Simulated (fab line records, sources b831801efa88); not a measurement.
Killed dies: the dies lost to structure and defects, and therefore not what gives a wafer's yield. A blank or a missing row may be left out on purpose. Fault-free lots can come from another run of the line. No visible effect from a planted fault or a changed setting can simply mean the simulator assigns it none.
fab line records | flow gf180mcu
record: lots: 24 | wafers: 72 | lastDay: 34
route steps=602 shown MVSD@73 POLY_GATE@171 M1@319 M3@413 V3@450
lots that met no fault: taken from a fault-free run of the same line
startH: hours from the record's first day to the start of the lot's first wafer shown | waitH: hours since the lot's step before | " identical to the entry in the row above | L1.1+2: several wafers, shown together as one row | - no value, or no start given | * or withheld: withheld | < > ~ a bound
route shown NAME@n: a module of which the file shows steps, and the number in the route of the first | usual: average and standard deviation across the fault-free wafers | same: alike in all rows | chamber/n: place in a boat | sites: per-site readings | _std_site: how widely they spread, as a standard deviation | _edge_site: mean of outer sites minus mean of inner sites | radiusMm: for every site, how far away it sits from the centre of the wafer | mask NAME#n: copy n | behind: the tool/chamber that last shaped the wafer | hold: why the lot was held/for how many hours/how that ended | device: which transistor (n, p or np) failed to switch | end of line: the same wafers' tests at the end of the route | step lacking rows: just its recipe | killed: dies lost to structure and defects at the first sort, not the wafer's yield | map: per-die view of a wafer (x killed, . not killed, _ where there is no die)
set.NAME: the run value of the setting; set.NAME@STEP: its run value at that earlier step | model.NAME: the simulator's own value behind a step, which no gauge read
one table for each step of the route and one row for each wafer, over a sample of lots
services: from which hour (startH, from the record's first day; less than 0 if before it) a tool's chamber was out of use, for how many hours, and why
== steps ==
step: GF_MVSD_OVL_MEAS_07
usual: MVSD_OVL: 0.2/1.2
lot.wafer | tool       | chamber | startH | waitH | MVSD_OVL[nm]
L074.2    | overlay-02 | -       | 81.96  | -     | 0.2
L074.4    | "          | -       | "      | "     | -0.9
L074.6    | "          | -       | "      | "     | -1.9
L075.3    | overlay-02 | -       | 87.87  | -     | -0.6
L075.4    | "          | -       | "      | "     | -0.4
L075.6    | "          | -       | "      | "     | 0.3
L076.1    | overlay-02 | -       | 97.67  | -     | -0.7
L076.3    | "          | -       | "      | "     | -0.9
L076.5    | "          | -       | "      | "     | -0.2
L077.4    | overlay-02 | -       | 100.38 | -     | 0.3
L077.5    | "          | -       | "      | "     | 1.8
L077.6    | "          | -       | "      | "     | 1.5
L078.2    | overlay-02 | -       | 107.36 | -     | 2.2
L078.5    | "          | -       | "      | "     | 3.5
L078.6    | "          | -       | "      | "     | 2.2
L079.1    | overlay-02 | -       | 115.07 | -     | 1.2
L079.4    | "          | -       | "      | "     | -0.6
L079.5    | "          | -       | "      | "     | 0.5
L080.2    | overlay-01 | -       | 121.17 | -     | 0.9
L080.3    | "          | -       | "      | "     | -0.5
L080.5    | "          | -       | "      | "     | -0.5
L081.1    | overlay-01 | -       | 123.91 | -     | -0.2
L081.2    | "          | -       | "      | "     | -1.8
L081.6    | "          | -       | "      | "     | 0.4
L082.3    | overlay-02 | -       | 129.43 | -     | -0.7
L082.5    | "          | -       | "      | "     | -0.5
L082.6    | "          | -       | "      | "     | 1.8
L083.2    | overlay-01 | -       | 136.02 | -     | 0.2
L083.5    | "          | -       | "      | "     | 2.1
L083.6    | "          | -       | "      | "     | 1.9
L084.1    | overlay-01 | -       | 141.01 | -     | -0.1
L084.2    | "          | -       | "      | "     | 0.6
L084.4    | "          | -       | "      | "     | -0.2
L085.2    | overlay-02 | -       | 145.46 | -     | -0.3
L085.3    | "          | -       | "      | "     | -1.1
L085.4    | "          | -       | "      | "     | 0.9
L086.1    | overlay-02 | -       | 153.02 | -     | 2.0
L086.3    | "          | -       | "      | "     | 0.8
L086.5    | "          | -       | "      | "     | 0.7
L087.1    | overlay-01 | -       | 157.12 | -     | 1.5
L087.4    | "          | -       | "      | "     | 0.5
L087.5    | "          | -       | "      | "     | 1.4
L088.2    | overlay-02 | -       | 164.52 | -     | 0.5
L088.3    | "          | -       | "      | "     | 0.1
L088.5    | "          | -       | "      | "     | 2.1
L089.2    | overlay-01 | -       | 172.21 | -     | -2.0
L089.5    | "          | -       | "      | "     | -1.4
L089.6    | "          | -       | "      | "     | -1.7
L090.1    | overlay-02 | -       | 174.81 | -     | 0.5
L090.2    | "          | -       | "      | "     | 0.9
L090.3    | "          | -       | "      | "     | -1.2
L091.2    | overlay-01 | -       | 181.32 | -     | 0.7
L091.5    | "          | -       | "      | "     | 1.2
L091.6    | "          | -       | "      | "     | 0.3
L092.3    | overlay-01 | -       | 189.77 | -     | -1.3
L092.5    | "          | -       | "      | "     | -3.0
L092.6    | "          | -       | "      | "     | 0.0
L093.1    | overlay-02 | -       | 196.66 | -     | 1.3
L093.4    | "          | -       | "      | "     | 1.7
L093.5    | "          | -       | "      | "     | 1.5
L094.1    | overlay-02 | -       | 200.57 | -     | 0.7
L094.4    | "          | -       | "      | "     | -1.1
L094.6    | "          | -       | "      | "     | -0.7
L095.2    | overlay-01 | -       | 204.72 | -     | -0.4
L095.4    | "          | -       | "      | "     | 0.6
L095.6    | "          | -       | "      | "     | -0.4
L096.2    | overlay-01 | -       | 212.87 | -     | 1.5
L096.3    | "          | -       | "      | "     | 1.2
L096.4    | "          | -       | "      | "     | 1.5
L097.2    | overlay-02 | -       | 222.41 | -     | -0.6
L097.3    | "          | -       | "      | "     | -0.2
L097.6    | "          | -       | "      | "     | -0.6
step: GF_POLY_GATE_STRIP_14
recipe: chemistry: O2/N2 | powerW: 1400 | pressureMtorr: 1500 | platenTempC: 250 | o2FlowSccm: 3000 | n2FlowSccm: 300 | overashFraction: 0.5
usual: drypumpMotorCurrentA: 5.38/0.23 | heaterPowerW: 346/57 | oesProductAu: 0.505/0.0046
lot.wafer | tool           | chamber | startH | waitH | drypumpMotorCurrentA | heaterPowerW | oesProductAu | rfHoursCounterH
L074.2    | plasmaAsher-02 | 0       | 196.83 | 0.0   | 5.39                 | 317          | 0.507        | 8
L074.4    | "              | 1       | "      | "     | 5.21                 | 289          | 0.506        | -
L074.6    | "              | 1       | "      | "     | 5.21                 | 290          | 0.505        | -
L075.3    | plasmaAsher-01 | 1       | 203.66 | 0.1   | 5.29                 | 335          | 0.502        | -
L075.4    | "              | 0       | "      | "     | 5.66                 | 354          | 0.503        | -
L075.6    | "              | 0       | "      | "     | 5.67                 | 347          | 0.512        | -
L076.1    | plasmaAsher-04 | 0       | 218.27 | 0.0   | 5.66                 | 312          | 0.507        | 57
L076.3    | "              | 0       | "      | "     | 5.67                 | 303          | 0.494        | -
L076.5    | "              | 1       | "      | "     | 5.07                 | 447          | 0.503        | -
L077.4    | plasmaAsher-01 | 1       | 221.30 | 0.0   | 5.30                 | 328          | 0.504        | -
L077.5    | "              | 0       | "      | "     | 5.67                 | 350          | 0.509        | -
L077.6    | "              | 1       | "      | "     | 5.31                 | 338          | 0.500        | -
L078.2    | plasmaAsher-04 | 1       | 227.37 | 0.0   | 5.07                 | 457          | 0.510        | 58
L078.5    | "              | 1       | "      | "     | 5.08                 | 451          | 0.505        | -
L078.6    | "              | 0       | "      | "     | 5.64                 | 313          | 0.506        | -
L079.1    | plasmaAsher-02 | 1       | 236.48 | 0.0   | 5.18                 | 282          | 0.513        | 10
L079.4    | "              | 0       | "      | "     | 5.38                 | 317          | 0.498        | -
L079.5    | "              | 1       | "      | "     | 5.17                 | 296          | 0.502        | -
L080.2    | plasmaAsher-02 | 0       | 244.53 | 0.0   | 5.36                 | 314          | 0.505        | 10
L080.3    | "              | 0       | "      | "     | 5.36                 | 319          | 0.504        | -
L080.5    | "              | 1       | "      | "     | 5.20                 | 287          | 0.498        | -
L081.1    | plasmaAsher-01 | 1       | 248.68 | 0.0   | 5.28                 | 324          | 0.514        | 60
L081.2    | "              | 0       | "      | "     | 5.66                 | 341          | 0.501        | 60
L081.6    | "              | 1       | "      | "     | 5.31                 | 332          | 0.508        | -
L082.3    | plasmaAsher-02 | 0       | 253.42 | 0.1   | 5.37                 | 320          | 0.506        | -
L082.5    | "              | 1       | "      | "     | 5.20                 | 289          | 0.511        | -
L082.6    | "              | 0       | "      | "     | 5.40                 | 321          | 0.503        | -
L083.2    | plasmaAsher-01 | 0       | 264.18 | 0.0   | 5.65                 | 341          | 0.503        | 62
L083.5    | "              | 0       | "      | "     | 5.66                 | 336          | 0.502        | -
L083.6    | "              | 1       | "      | "     | 5.25                 | 330          | 0.506        | -
L084.1    | plasmaAsher-01 | 0       | 270.87 | 0.0   | 5.65                 | 346          | 0.505        | 62
L084.2    | "              | 1       | "      | "     | 5.25                 | 337          | 0.506        | 62
L084.4    | "              | 1       | "      | "     | 5.28                 | 330          | 0.507        | -
L085.2    | plasmaAsher-01 | 1       | 274.02 | 0.0   | 5.24                 | 337          | 0.502        | 63
L085.3    | "              | 0       | "      | "     | 5.64                 | 340          | 0.506        | -
L085.4    | "              | 1       | "      | "     | 5.27                 | 333          | 0.501        | -
L086.1    | plasmaAsher-04 | 1       | 284.27 | 0.0   | 5.06                 | 460          | 0.505        | 64
L086.3    | "              | 1       | "      | "     | 5.08                 | 468          | 0.498        | -
L086.5    | "              | 0       | "      | "     | 5.67                 | 307          | 0.506        | -
L087.1    | plasmaAsher-02 | 1       | 290.57 | 0.0   | 5.20                 | 293          | 0.504        | 15
L087.4    | "              | 0       | "      | "     | 5.38                 | 312          | 0.517        | -
L087.5    | "              | 1       | "      | "     | 5.21                 | 292          | 0.504        | -
L088.2    | plasmaAsher-04 | 1       | 300.17 | 0.0   | 5.10                 | 459          | 0.502        | 66
L088.3    | "              | 1       | "      | "     | 5.10                 | 458          | 0.509        | -
L088.5    | "              | 1       | "      | "     | 5.10                 | 448          | 0.504        | -
L089.2    | plasmaAsher-01 | 1       | 309.53 | 0.0   | 5.24                 | 340          | 0.500        | 66
L089.5    | "              | 0       | "      | "     | 5.65                 | 341          | 0.504        | -
L089.6    | "              | 1       | "      | "     | 5.24                 | 328          | 0.515        | -
L090.1    | plasmaAsher-04 | 1       | 311.32 | 0.0   | 5.05                 | 462          | 0.501        | 67
L090.2    | "              | 0       | "      | "     | 5.63                 | 308          | 0.501        | 67
L090.3    | "              | 0       | "      | "     | 5.67                 | 315          | 0.509        | -
L091.2    | plasmaAsher-01 | 0       | 320.82 | 0.0   | 5.66                 | 339          | 0.500        | 68
L091.5    | "              | 1       | "      | "     | 5.28                 | 337          | 0.508        | -
L091.6    | "              | 0       | "      | "     | 5.68                 | 352          | 0.513        | -
L092.3    | plasmaAsher-04 | 0       | 331.06 | 0.1   | 5.67                 | 314          | 0.509        | -
L092.5    | "              | 1       | "      | "     | 5.07                 | 477          | 0.510        | -
L092.6    | "              | 0       | "      | "     | 5.65                 | 312          | 0.509        | -
L093.1    | plasmaAsher-02 | 1       | 340.41 | 0.0   | 5.23                 | 294          | 0.508        | 20
L093.4    | "              | 0       | "      | "     | 5.38                 | 313          | 0.511        | -
L093.5    | "              | 1       | "      | "     | 5.19                 | 289          | 0.503        | -
L094.1    | plasmaAsher-04 | 0       | 344.11 | 0.0   | 5.65                 | 312          | 0.500        | 70
L094.4    | "              | 0       | "      | "     | 5.63                 | 303          | 0.508        | -
L094.6    | "              | 1       | "      | "     | 5.08                 | 465          | 0.504        | -
L095.2    | plasmaAsher-02 | 1       | 349.23 | 0.0   | 5.19                 | 285          | 0.495        | 21
L095.4    | "              | 1       | "      | "     | 5.20                 | 284          | 0.504        | -
L095.6    | "              | 1       | "      | "     | 5.21                 | 301          | 0.510        | -
L096.2    | plasmaAsher-04 | 1       | 363.42 | 0.0   | 5.07                 | 458          | 0.506        | 72
L096.3    | "              | 1       | "      | "     | 5.07                 | 463          | 0.502        | -
L096.4    | "              | 0       | "      | "     | 5.63                 | 310          | 0.509        | -
L097.2    | plasmaAsher-04 | 0       | 373.18 | 0.0   | 5.66                 | 312          | 0.495        | 73
L097.3    | "              | 1       | "      | "     | 5.08                 | 461          | 0.508        | -
L097.6    | "              | 0       | "      | "     | 5.67                 | 303          | 0.510        | -
step: GF_M1_SPUTTER_04
recipe: material: TiN | targetThkNm: 50 | powerW: 6500 | timeS: 41.7 | chamberPressurePa: 0.4
usual: throttleValvePct: 31.0/0.66
lot.wafer | tool          | chamber | startH | waitH | throttleValvePct
L074.2    | pvdSputter-04 | -       | 362.68 | 0.0   | 29.6
L074.4    | "             | -       | "      | "     | 31.4
L074.6    | "             | -       | "      | "     | 30.8
L075.3    | pvdSputter-04 | -       | 372.99 | 0.0   | 30.4
L075.4    | "             | -       | "      | "     | 30.7
L075.6    | "             | -       | "      | "     | 29.7
L076.1    | pvdSputter-02 | -       | 392.77 | 0.0   | 31.7
L076.3    | "             | -       | "      | "     | 31.6
L076.5    | "             | -       | "      | "     | 31.5
L077.4    | pvdSputter-04 | -       | 395.33 | 0.0   | 29.7
L077.5    | "             | -       | "      | "     | 30.9
L077.6    | "             | -       | "      | "     | 31.6
L078.2    | pvdSputter-01 | -       | 403.94 | 0.0   | 30.4
L078.5    | "             | -       | "      | "     | 31.8
L078.6    | "             | -       | "      | "     | 30.5
L079.1    | pvdSputter-01 | -       | 414.37 | 0.0   | 30.0
L079.4    | "             | -       | "      | "     | 30.6
L079.5    | "             | -       | "      | "     | 31.2
L080.2    | pvdSputter-01 | -       | 422.89 | 0.0   | 30.5
L080.3    | "             | -       | "      | "     | 31.4
L080.5    | "             | -       | "      | "     | 30.9
L081.1    | pvdSputter-01 | -       | 430.84 | 0.0   | 30.8
L081.2    | "             | -       | "      | "     | 31.9
L081.6    | "             | -       | "      | "     | 31.1
L082.3    | pvdSputter-04 | -       | 435.13 | 0.0   | 30.5
L082.5    | "             | -       | "      | "     | 29.7
L082.6    | "             | -       | "      | "     | 31.3
L083.2    | pvdSputter-04 | -       | 451.46 | 0.0   | 31.5
L083.5    | "             | -       | "      | "     | 29.8
L083.6    | "             | -       | "      | "     | 30.4
L085.2    | pvdSputter-01 | -       | 461.56 | 0.0   | 30.7
L085.3    | "             | -       | "      | "     | 31.6
L085.4    | "             | -       | "      | "     | 30.7
L084.1    | pvdSputter-01 | -       | 463.19 | 0.0   | 30.3
L084.2    | "             | -       | "      | "     | 31.7
L084.4    | "             | -       | "      | "     | 30.5
L086.1    | pvdSputter-04 | -       | 476.19 | 0.0   | 29.7
L086.3    | "             | -       | "      | "     | 31.4
L086.5    | "             | -       | "      | "     | 29.9
L087.1    | pvdSputter-02 | -       | 483.11 | 0.0   | 32.1
L087.4    | "             | -       | "      | "     | 31.7
L087.5    | "             | -       | "      | "     | 31.8
L088.2    | pvdSputter-01 | -       | 492.24 | 0.0   | 30.4
L088.3    | "             | -       | "      | "     | 31.2
L088.5    | "             | -       | "      | "     | 30.4
L089.2    | pvdSputter-01 | -       | 501.80 | 0.0   | 30.3
L089.5    | "             | -       | "      | "     | 31.1
L089.6    | "             | -       | "      | "     | 30.5
L090.1    | pvdSputter-02 | -       | 502.29 | 0.0   | 31.9
L090.2    | "             | -       | "      | "     | 31.9
L090.3    | "             | -       | "      | "     | 31.8
L091.2    | pvdSputter-02 | -       | 519.01 | 0.0   | 32.1
L091.5    | "             | -       | "      | "     | 31.5
L091.6    | "             | -       | "      | "     | 32.1
L092.3    | pvdSputter-01 | -       | 531.13 | 0.0   | 31.3
L092.5    | "             | -       | "      | "     | 30.3
L092.6    | "             | -       | "      | "     | 30.9
L093.1    | pvdSputter-02 | -       | 542.64 | 0.0   | 31.5
L093.4    | "             | -       | "      | "     | 31.7
L093.5    | "             | -       | "      | "     | 31.7
L094.1    | pvdSputter-04 | -       | 544.40 | 0.0   | 29.8
L094.4    | "             | -       | "      | "     | 30.6
L094.6    | "             | -       | "      | "     | 30.7
L095.2    | pvdSputter-01 | -       | 547.95 | 0.0   | 30.6
L095.4    | "             | -       | "      | "     | 30.7
L095.6    | "             | -       | "      | "     | 30.3
L096.2    | pvdSputter-01 | -       | 561.73 | 0.0   | 31.1
L096.3    | "             | -       | "      | "     | 30.6
L096.4    | "             | -       | "      | "     | 30.3
L097.2    | pvdSputter-01 | -       | 571.88 | 0.0   | 31.6
L097.3    | "             | -       | "      | "     | 31.0
L097.6    | "             | -       | "      | "     | 31.1
step: GF_M1_CD_MEAS_14
recipe: targetCdNm: 230
usual: cdNm: 229.6/1.1
lot.wafer | tool     | chamber | startH | waitH | cdNm
L074.2    | cdSem-02 | -       | 385.35 | 0.1   | 231.8
L074.4    | "        | -       | "      | "     | 231.6
L074.6    | "        | -       | "      | "     | 230.5
L075.3    | cdSem-02 | -       | 396.07 | 0.1   | 230.0
L075.4    | "        | -       | "      | "     | 228.9
L075.6    | "        | -       | "      | "     | 228.0
L076.1    | cdSem-02 | -       | 416.86 | 0.1   | 228.9
L076.3    | "        | -       | "      | "     | 228.0
L076.5    | "        | -       | "      | "     | 228.3
L077.4    | cdSem-01 | -       | 419.57 | 0.1   | 227.3
L077.5    | "        | -       | "      | "     | 229.4
L077.6    | "        | -       | "      | "     | 228.6
L078.2    | cdSem-02 | -       | 427.63 | 0.1   | 229.5
L078.5    | "        | -       | "      | "     | 230.2
L078.6    | "        | -       | "      | "     | 230.6
L079.1    | cdSem-02 | -       | 438.81 | 0.1   | 230.5
L079.4    | "        | -       | "      | "     | 230.1
L079.5    | "        | -       | "      | "     | 230.2
L080.2    | cdSem-01 | -       | 447.19 | 0.1   | 228.6
L080.3    | "        | -       | "      | "     | 228.8
L080.5    | "        | -       | "      | "     | 229.5
L081.1    | cdSem-01 | -       | 455.41 | 0.1   | 230.8
L081.2    | "        | -       | "      | "     | 230.8
L081.6    | "        | -       | "      | "     | 229.5
L082.3    | cdSem-01 | -       | 459.15 | 0.1   | 228.3
L082.5    | "        | -       | "      | "     | 228.3
L082.6    | "        | -       | "      | "     | 228.2
L083.2    | cdSem-02 | -       | 475.23 | 0.1   | 230.8
L083.5    | "        | -       | "      | "     | 230.9
L083.6    | "        | -       | "      | "     | 229.2
L085.2    | cdSem-01 | -       | 485.48 | 0.1   | 230.9
L085.3    | "        | -       | "      | "     | 231.3
L085.4    | "        | -       | "      | "     | 231.4
L084.1    | cdSem-01 | -       | 487.07 | 0.1   | 228.6
L084.2    | "        | -       | "      | "     | 229.3
L084.4    | "        | -       | "      | "     | 228.9
L086.1    | cdSem-01 | -       | 500.16 | 0.1   | 230.8
L086.3    | "        | -       | "      | "     | 231.5
L086.5    | "        | -       | "      | "     | 230.5
L087.1    | cdSem-01 | -       | 506.81 | 0.1   | 230.5
L087.4    | "        | -       | "      | "     | 231.5
L087.5    | "        | -       | "      | "     | 230.7
L088.2    | cdSem-02 | -       | 516.03 | 0.1   | 229.3
L088.3    | "        | -       | "      | "     | 230.4
L088.5    | "        | -       | "      | "     | 230.2
L089.2    | cdSem-01 | -       | 524.63 | 0.1   | 228.0
L089.5    | "        | -       | "      | "     | 228.5
L089.6    | "        | -       | "      | "     | 227.3
L090.1    | cdSem-01 | -       | 525.87 | 0.1   | 229.3
L090.2    | "        | -       | "      | "     | 229.3
L090.3    | "        | -       | "      | "     | 229.8
L091.2    | cdSem-02 | -       | 541.99 | 0.1   | 230.0
L091.5    | "        | -       | "      | "     | 228.8
L091.6    | "        | -       | "      | "     | 229.1
L092.3    | cdSem-02 | -       | 553.45 | 0.1   | 229.4
L092.5    | "        | -       | "      | "     | 230.3
L092.6    | "        | -       | "      | "     | 229.4
L093.1    | cdSem-02 | -       | 565.46 | 0.1   | 229.9
L093.4    | "        | -       | "      | "     | 229.3
L093.5    | "        | -       | "      | "     | 229.9
L094.1    | cdSem-01 | -       | 567.02 | 0.1   | 229.9
L094.4    | "        | -       | "      | "     | 229.7
L094.6    | "        | -       | "      | "     | 230.3
L095.2    | cdSem-02 | -       | 569.93 | 0.1   | 229.9
L095.4    | "        | -       | "      | "     | 229.8
L095.6    | "        | -       | "      | "     | 228.0
L096.2    | cdSem-01 | -       | 583.78 | 0.1   | 230.5
L096.3    | "        | -       | "      | "     | 231.3
L096.4    | "        | -       | "      | "     | 230.0
L097.2    | cdSem-01 | -       | 593.28 | 0.1   | 228.0
L097.3    | "        | -       | "      | "     | 227.7
L097.6    | "        | -       | "      | "     | 228.3
step: GF_M3_SPUTTER_04
recipe: material: TiN | targetThkNm: 50 | powerW: 6500 | timeS: 41.7 | chamberPressurePa: 0.4
usual: throttleValvePct: 31.0/0.69
lot.wafer | tool          | chamber | startH | waitH | throttleValvePct
L074.2    | pvdSputter-04 | -       | 464.37 | 0.0   | 29.6
L074.4    | "             | -       | "      | "     | 30.6
L074.6    | "             | -       | "      | "     | 30.9
L075.3    | pvdSputter-01 | -       | 475.37 | 0.0   | 30.3
L075.4    | "             | -       | "      | "     | 31.4
L075.6    | "             | -       | "      | "     | 30.3
L076.1    | pvdSputter-01 | -       | 495.61 | 0.0   | 30.9
L076.3    | "             | -       | "      | "     | 30.8
L076.5    | "             | -       | "      | "     | 30.9
L077.4    | pvdSputter-02 | -       | 497.84 | 0.0   | 31.3
L077.5    | "             | -       | "      | "     | 31.9
L077.6    | "             | -       | "      | "     | 31.8
L078.2    | pvdSputter-02 | -       | 508.13 | 0.0   | 31.9
L078.5    | "             | -       | "      | "     | 31.6
L078.6    | "             | -       | "      | "     | 31.4
L079.1    | pvdSputter-01 | -       | 517.85 | 0.0   | 30.5
L079.4    | "             | -       | "      | "     | 31.7
L079.5    | "             | -       | "      | "     | 31.0
L080.2    | pvdSputter-01 | -       | 524.65 | 0.0   | 30.5
L080.3    | "             | -       | "      | "     | 31.0
L080.5    | "             | -       | "      | "     | 30.9
L081.1    | pvdSputter-04 | -       | 532.30 | 0.0   | 31.3
L081.2    | "             | -       | "      | "     | 30.6
L081.6    | "             | -       | "      | "     | 30.8
L082.3    | pvdSputter-04 | -       | 536.17 | 0.0   | 30.5
L082.5    | "             | -       | "      | "     | 30.2
L082.6    | "             | -       | "      | "     | 29.5
L083.2    | pvdSputter-02 | -       | 551.06 | 0.0   | 31.5
L083.5    | "             | -       | "      | "     | 31.7
L083.6    | "             | -       | "      | "     | 31.4
L085.2    | pvdSputter-04 | -       | 560.57 | 0.0   | 31.4
L085.3    | "             | -       | "      | "     | 30.5
L085.4    | "             | -       | "      | "     | 30.4
L084.1    | pvdSputter-02 | -       | 562.55 | 0.0   | 31.7
L084.2    | "             | -       | "      | "     | 31.7
L084.4    | "             | -       | "      | "     | 31.9
L086.1    | pvdSputter-01 | -       | 573.91 | 0.0   | 31.7
L086.3    | "             | -       | "      | "     | 31.0
L086.5    | "             | -       | "      | "     | 31.4
L087.1    | pvdSputter-04 | -       | 581.27 | 0.0   | 30.6
L087.4    | "             | -       | "      | "     | 29.9
L087.5    | "             | -       | "      | "     | 29.3
L088.2    | pvdSputter-01 | -       | 589.12 | 0.0   | 31.8
L088.3    | "             | -       | "      | "     | 31.0
L088.5    | "             | -       | "      | "     | 32.1
L089.2    | pvdSputter-01 | -       | 597.46 | 0.0   | 31.2
L089.5    | "             | -       | "      | "     | 31.1
L089.6    | "             | -       | "      | "     | 31.9
L090.1    | pvdSputter-01 | -       | 598.74 | 0.0   | 31.5
L090.2    | "             | -       | "      | "     | 30.3
L090.3    | "             | -       | "      | "     | 30.6
L091.2    | pvdSputter-04 | -       | 614.05 | 0.0   | 31.7
L091.5    | "             | -       | "      | "     | 31.3
L091.6    | "             | -       | "      | "     | 30.8
L092.3    | pvdSputter-04 | -       | 624.73 | 0.0   | 30.8
L092.5    | "             | -       | "      | "     | 31.6
L092.6    | "             | -       | "      | "     | 30.5
L093.1    | pvdSputter-02 | -       | 635.31 | 0.0   | 31.7
L093.4    | "             | -       | "      | "     | 31.6
L093.5    | "             | -       | "      | "     | 31.4
L094.1    | pvdSputter-04 | -       | 637.79 | 0.0   | 29.7
L094.4    | "             | -       | "      | "     | 30.7
L094.6    | "             | -       | "      | "     | 30.5
L095.2    | pvdSputter-02 | -       | 639.11 | 0.0   | 32.0
L095.4    | "             | -       | "      | "     | 31.7
L095.6    | "             | -       | "      | "     | 31.4
L096.2    | pvdSputter-04 | -       | 652.93 | 0.0   | 29.9
L096.3    | "             | -       | "      | "     | 31.3
L096.4    | "             | -       | "      | "     | 30.3
L097.2    | pvdSputter-02 | -       | 661.14 | 0.0   | 32.0
L097.3    | "             | -       | "      | "     | 31.8
L097.6    | "             | -       | "      | "     | 31.4
step: GF_V3_SPUTTER_21
recipe: material: Ti | targetThkNm: 15 | chamberPressurePa: 5 | powerW: 2500 | substrateTempC: 200 | timeS: 80.02
usual: throttleValvePct: 30.9/1.1
lot.wafer | tool          | chamber | startH | waitH | throttleValvePct
L074.2    | pvdSputter-02 | -       | 514.32 | 0.0   | 31.6
L074.4    | "             | -       | "      | "     | 31.8
L074.6    | "             | -       | "      | "     | 31.7
L075.3    | pvdSputter-04 | -       | 524.19 | 0.0   | 29.6
L075.4    | "             | -       | "      | "     | 30.8
L075.6    | "             | -       | "      | "     | 30.5
L076.1    | pvdSputter-02 | -       | 543.92 | 0.0   | 32.0
L076.3    | "             | -       | "      | "     | 31.7
L076.5    | "             | -       | "      | "     | 31.3
L077.4    | pvdSputter-04 | -       | 547.11 | 0.0   | 29.7
L077.5    | "             | -       | "      | "     | 31.3
L077.6    | "             | -       | "      | "     | 30.7
L078.2    | pvdSputter-02 | -       | 557.71 | 0.0   | 31.6
L078.5    | "             | -       | "      | "     | 31.8
L078.6    | "             | -       | "      | "     | 31.5
L079.1    | pvdSputter-02 | -       | 565.34 | 0.0   | 31.6
L079.4    | "             | -       | "      | "     | 31.8
L079.5    | "             | -       | "      | "     | 31.5
L080.2    | pvdSputter-02 | -       | 571.20 | 0.0   | 31.5
L080.3    | "             | -       | "      | "     | 31.7
L080.5    | "             | -       | "      | "     | 31.6
L081.1    | pvdSputter-03 | -       | 579.08 | 0.0   | 28.5
L081.2    | "             | -       | "      | "     | 29.8
L081.6    | "             | -       | "      | "     | 29.8
L082.3    | pvdSputter-03 | -       | 581.83 | 0.0   | 29.4
L082.5    | "             | -       | "      | "     | 28.6
L082.6    | "             | -       | "      | "     | 29.8
L083.2    | pvdSputter-03 | -       | 597.24 | 0.0   | 33.3
L083.5    | "             | -       | "      | "     | 29.4
L083.6    | "             | -       | "      | "     | 29.7
L085.2    | pvdSputter-03 | -       | 605.35 | 0.0   | 29.6
L085.3    | "             | -       | "      | "     | 29.8
L085.4    | "             | -       | "      | "     | 28.6
L084.1    | pvdSputter-04 | -       | 607.78 | 0.0   | 29.6
L084.2    | "             | -       | "      | "     | 30.4
L084.4    | "             | -       | "      | "     | 30.7
L086.1    | pvdSputter-02 | -       | 619.01 | 0.0   | 31.7
L086.3    | "             | -       | "      | "     | 31.5
L086.5    | "             | -       | "      | "     | 31.6
L087.1    | pvdSputter-04 | -       | 625.62 | 0.0   | 30.3
L087.4    | "             | -       | "      | "     | 31.4
L087.5    | "             | -       | "      | "     | 29.7
L088.2    | pvdSputter-02 | -       | 632.64 | 0.0   | 31.3
L088.3    | "             | -       | "      | "     | 31.4
L088.5    | "             | -       | "      | "     | 31.8
L090.1    | pvdSputter-03 | -       | 641.68 | 0.0   | 28.8
L090.2    | "             | -       | "      | "     | 30.0
L090.3    | "             | -       | "      | "     | 33.0
L089.2    | pvdSputter-04 | -       | 642.36 | 0.0   | 30.6
L089.5    | "             | -       | "      | "     | 29.9
L089.6    | "             | -       | "      | "     | 31.6
L091.2    | pvdSputter-02 | -       | 657.36 | 0.0   | 31.7
L091.5    | "             | -       | "      | "     | 31.5
L091.6    | "             | -       | "      | "     | 31.6
L092.3    | pvdSputter-03 | -       | 666.99 | 0.0   | 32.8
L092.5    | "             | -       | "      | "     | 28.6
L092.6    | "             | -       | "      | "     | 30.1
L093.1    | pvdSputter-02 | -       | 676.91 | 0.0   | 31.3
L093.4    | "             | -       | "      | "     | 31.9
L093.5    | "             | -       | "      | "     | 31.3
L094.1    | pvdSputter-02 | -       | 679.68 | 0.0   | 31.5
L094.4    | "             | -       | "      | "     | 32.0
L094.6    | "             | -       | "      | "     | 31.9
L095.2    | pvdSputter-02 | -       | 681.23 | 0.0   | 32.0
L095.4    | "             | -       | "      | "     | 31.9
L095.6    | "             | -       | "      | "     | 31.8
L096.2    | pvdSputter-03 | -       | 694.81 | 0.0   | 28.9
L096.3    | "             | -       | "      | "     | 29.8
L096.4    | "             | -       | "      | "     | 29.5
L097.2    | pvdSputter-04 | -       | 702.01 | 0.0   | 30.6
L097.3    | "             | -       | "      | "     | 30.1
L097.6    | "             | -       | "      | "     | 30.3
== services ==
tool           | chamber | startH | hours | kind
pvdSputter-03  | -       | 181.36 | 1.1   | repair
plasmaAsher-02 | -       | 206.04 | 25.1  | pm
pvdSputter-03  | -       | 219.65 | 1.5   | repair
pvdSputter-02  | -       | 229.88 | 0.7   | repair
pvdSputter-01  | -       | 246.14 | 1.4   | repair
pvdSputter-01  | -       | 292.41 | 1.7   | repair
pvdSputter-01  | -       | 319.99 | 0.9   | repair
plasmaAsher-01 | -       | 342.22 | 5.5   | repair
pvdSputter-02  | -       | 390.88 | 0.5   | repair
pvdSputter-02  | -       | 404.29 | 1.9   | repair
plasmaAsher-01 | -       | 406.57 | 0.9   | repair
plasmaAsher-01 | -       | 421.25 | 9.0   | pm
plasmaAsher-04 | -       | 424.53 | 14.6  | pm
plasmaAsher-04 | -       | 448.88 | 15.6  | pm
plasmaAsher-02 | -       | 483.22 | 2.8   | pm
pvdSputter-03  | -       | 488.68 | 24.3  | repair
pvdSputter-01  | -       | 502.23 | 3.8   | repair
pvdSputter-02  | -       | 543.00 | 0.6   | repair
pvdSputter-04  | -       | 548.10 | 1.1   | repair
plasmaAsher-04 | -       | 654.45 | 3.4   | repair
pvdSputter-02  | -       | 666.61 | 5.8   | repair
plasmaAsher-04 | -       | 684.57 | 4.0   | repair
pvdSputter-02  | -       | 699.92 | 2.6   | repair
pvdSputter-04  | -       | 700.99 | 1.0   | repair
== key ==
fault none
